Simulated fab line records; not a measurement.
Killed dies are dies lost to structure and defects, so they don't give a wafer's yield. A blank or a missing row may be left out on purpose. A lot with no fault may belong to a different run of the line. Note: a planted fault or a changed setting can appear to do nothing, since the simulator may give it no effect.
A struck lot beside a sound one / flow sky130 / 18 out of 708 route steps
Sound: these wafers, L434.2, L434.3, L434.4. Struck: wafer L448.2 (left out: L448.3, a lot-mate that was not struck); the cause follows at the end.
Order at every step that has rows: each side's tool, ch and its chambers, its first start. Under that, the readings that differ: sound wafers / struck wafers / difference of the means / sigmas: that difference in standard deviations of wafers without a fault.
alike: readings whose means differ by less than 2 such deviations, and words and numbers that are the same on both sides. not compared: withheld readings, readings that some wafer has no value for, bounds like >300 that may hide the same value, and numbers for which the record gives no deviation and whose values overlap.
Wherever a step has rows on one side only, a row that says differs or no value, or a row with sigmas, the two part there. Numbers that don't overlap but have no deviation are shown without sigmas and don't part them. A reading that every wafer of one side lacks parts them only if that side has two wafers or more.

first, 3 steps without rows for these wafers: SKY_LI_CONTACT_EXPOSE_09 (exposes mask LICM1, target cd 170 nm); SKY_LI_CONTACT_PEB_10; SKY_LI_CONTACT_DEVELOP_11 (develop time 60 s).
SKY_LI_CONTACT_CD_MEAS_12 targets a cd of 170 nm.
  struck on cd-sem-01, day 37 07:07; sound on cd-sem-01, day 33 00:32
reading=cd-nm (nm); sound=169.3 168.7 169.7; struck=173.9; difference=+4.7; sigmas=+2
SKY_LI_CONTACT_OVL_MEAS_13:
  struck on overlay-01, day 37 07:14; sound on overlay-01, day 33 00:38
reading=LI_CONTACT_OVL (nm); sound=9 12 12; struck=-2; difference=-13; sigmas=-2
SKY_LI_CONTACT_ETCH_14: etches BARC in N2/H2, stops on SiO2, time 45.9 s, target depth 60 nm.
  sound on rie-diel-02 ch 0,2,3, day 33 00:40; struck on rie-diel-02 ch 3, day 37 07:16
  alike: drypump-motor-current-A, oes-product-au, throttle-valve-pct
  not compared: rf-hours-counter-h
then, 1 step without rows for these wafers: SKY_LI_CONTACT_ETCH_15 (etches PSG in C4F8/O2/Ar, stops on Si, target depth 600 nm).
SKY_LI_CONTACT_STRIP_16: strips in O2/N2.
  sound on plasma-asher-01 ch 0,1, day 33 00:48; struck on plasma-asher-02 ch 0, day 37 07:23
  alike: drypump-motor-current-A, oes-product-au, strip-time-to-endpoint-s
  not compared: rf-hours-counter-h
then, 2 steps without rows for these wafers: SKY_LI_CONTACT_CLEAN_17 (cleans in NMP, time 600 s); SKY_LI_CONTACT_PRE_CLEAN_18 (time 5.6 s).
SKY_LI_CONTACT_SPUTTER_19: material Ti, target thk 20 nm, time 106.37 s.
  struck on pvd-sputter-02, day 37 07:41; sound on pvd-sputter-02, day 33 01:07
  alike: throttle-valve-pct
SKY_LI_CONTACT_SPUTTER_20: material TiN, target thk 20 nm, time 80 s.
  struck on pvd-sputter-02, day 37 07:46; sound on pvd-sputter-02, day 33 01:11
  alike: throttle-valve-pct
SKY_LI_CONTACT_CVD_21: deposits W, target thk 400 nm, time 120.56 s.
  sound on cvd-w-02 ch 0,1, day 33 01:14; struck on cvd-w-02 ch 1, day 37 07:52
reading=model.W_of_LI_CONTACT_CVD_21.thk-nm (nm); sound=396.7 397.5 397.3; struck=433.5; difference=+36.3; sigmas=
  alike: heater-power-w
SKY_LI_CONTACT_RS_MEAS_22: uses a four-point probe to measure.
  struck on film-metro-04, day 37 08:05; sound on film-metro-03, day 33 01:23
reading=LI_CONTACT_W_RS (ohm/sq); sound=0.2874 0.2873 0.2865; struck=0.2633; difference=-0.0238; sigmas=-9
SKY_LI_CONTACT_THK_MEAS_23: measures by xrf.
  struck on film-metro-04, day 37 08:12; sound on film-metro-03, day 33 01:30
reading=LI_CONTACT_W_THK (nm); sound=404 400 403; struck=449; difference=+47; sigmas=+10
SKY_LI_CONTACT_CMP_24: polishes, stops on PSG, t overpolish 20 s, target thk 0 nm.
  sound on cmp-02 ch 1,2,3, day 33 01:45; struck on cmp-02 ch 2, day 37 08:21
reading=time-to-endpoint-s (s); sound=92.2 88.6 90.5; struck=106.0; difference=+15.6; sigmas=+5
  alike: motor-current-A, slurry-flow-ml-min
SKY_LOCAL_INTERCONNECT_SPUTTER_00: material TiN, target thk 100 nm, time 83.3 s.
  struck on pvd-sputter-04, day 37 08:33; sound on pvd-sputter-01, day 33 02:00
  alike: throttle-valve-pct
SKY_PAD_OPEN_PROBE_99:
  sound wafers here have rows in the record (prober-02, day 48 11:50); struck ones have none

WHERE THEY PART
Last at SKY_PAD_OPEN_PROBE_99 as far as this record goes, first at SKY_LI_CONTACT_CD_MEAS_12.

WHY: what the simulator had put in
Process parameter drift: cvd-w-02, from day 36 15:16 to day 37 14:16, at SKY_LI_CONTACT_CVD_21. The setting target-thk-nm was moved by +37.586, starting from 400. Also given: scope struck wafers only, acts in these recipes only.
